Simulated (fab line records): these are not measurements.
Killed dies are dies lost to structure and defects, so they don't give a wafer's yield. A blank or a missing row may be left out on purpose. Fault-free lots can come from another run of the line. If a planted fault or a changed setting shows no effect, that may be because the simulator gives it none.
What tool caused it? -- flow sky130 -- 33 wafers from 11 lots sampled at 2 of the route's 708 steps

## WHAT THE GAUGES READ, wafer by wafer
SKY_FIELD_ISO_CD_MEAS_13 targets a cd of 150 nm.
lot,measured,on,cd nm (nm)
L525,day 2 03:21,cd sem-02,149.4 148.2 149.3
L526,day 2 11:11,cd sem-01,148.6 148.3 148.1
L527,day 2 15:34,cd sem-01,152.4 151.7 150.7
L528,day 2 21:09,cd sem-01,152.9 152.8 153.2
L529,day 3 01:12,cd sem-02,150.4 149.9 150.2
L530,day 3 05:50,cd sem-02,147.1 146.8 148.2
L531,day 3 14:40,cd sem-02,150.5 151.4 150.1
L534,day 4 03:40,cd sem-02,150.8 78.5 80.7
L535,day 4 08:56,cd sem-01,79.8 150.9 150.2
L539,day 5 07:01,cd sem-01,152.1 152.5 151.4
L547,day 6 23:02,cd sem-01,149.2 150.1 150.9

## EACH LOT AND THE TOOL THAT RAN IT (in order: tool; ch and the chambers of the sampled wafers; start)
lot,SKY_FIELD_ISO_EXPOSE_10
L525,"krf scanner-01 ch 0, day 1 20:14"
L526,"krf scanner-01 ch 0, day 2 04:16"
L527,"krf scanner-02 ch 0, day 2 07:51"
L528,"krf scanner-02 ch 0, day 2 13:12"
L529,"krf scanner-02 ch 0, day 2 17:59"
L530,"krf scanner-01 ch 0, day 2 22:14"
L531,"krf scanner-01 ch 0, day 3 06:43"
L534,"krf scanner-01 ch 0, day 3 19:54"
L535,"krf scanner-01 ch 0, day 4 00:59"
L539,"krf scanner-02 ch 0, day 4 22:52"
L547,"krf scanner-02 ch 0, day 6 13:34"
- SKY_FIELD_ISO_EXPOSE_10: exposes mask FOM, target cd 150 nm.

## THE ANSWER, worked out from the rows above alone
Rule: the lots themselves supply what counts as usual. The widest of any qualifying gaps counts: lots, ordered by their means at a reading, are off when they make up no more than a third of the lots, leave a main group of 4 or more, and stand apart from it by 3 or more times the standard deviation of that group's means. If all means in a main group match to the digits the tables above print for the reading, that group is not used. A lot without any number at a reading at which 4 lots or more have one is off too. Where the step has rows for the other lots, those lots are counted as sound.
Off, at SKY_FIELD_ISO_CD_MEAS_13 on cd nm: L534, L535. Mean 150.2 nm and standard deviation 1.7 in the main group.
A tool fits if, at a process step before that reading, it ran every lot that is off, and no sound lot after the first of them. Those tools and the gauges at SKY_FIELD_ISO_CD_MEAS_13 are tried in the same way. One fits: krf scanner-01 at SKY_FIELD_ISO_EXPOSE_10. Its last sound lot is L531 (day 3 06:43), its first lot that is off L534 (day 3 19:54): a fault that began between those two fits.

## WHAT WAS PUT IN BY THE SIMULATOR
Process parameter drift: krf scanner-01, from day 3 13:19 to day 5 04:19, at SKY_FIELD_ISO_EXPOSE_10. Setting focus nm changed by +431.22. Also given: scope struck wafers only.
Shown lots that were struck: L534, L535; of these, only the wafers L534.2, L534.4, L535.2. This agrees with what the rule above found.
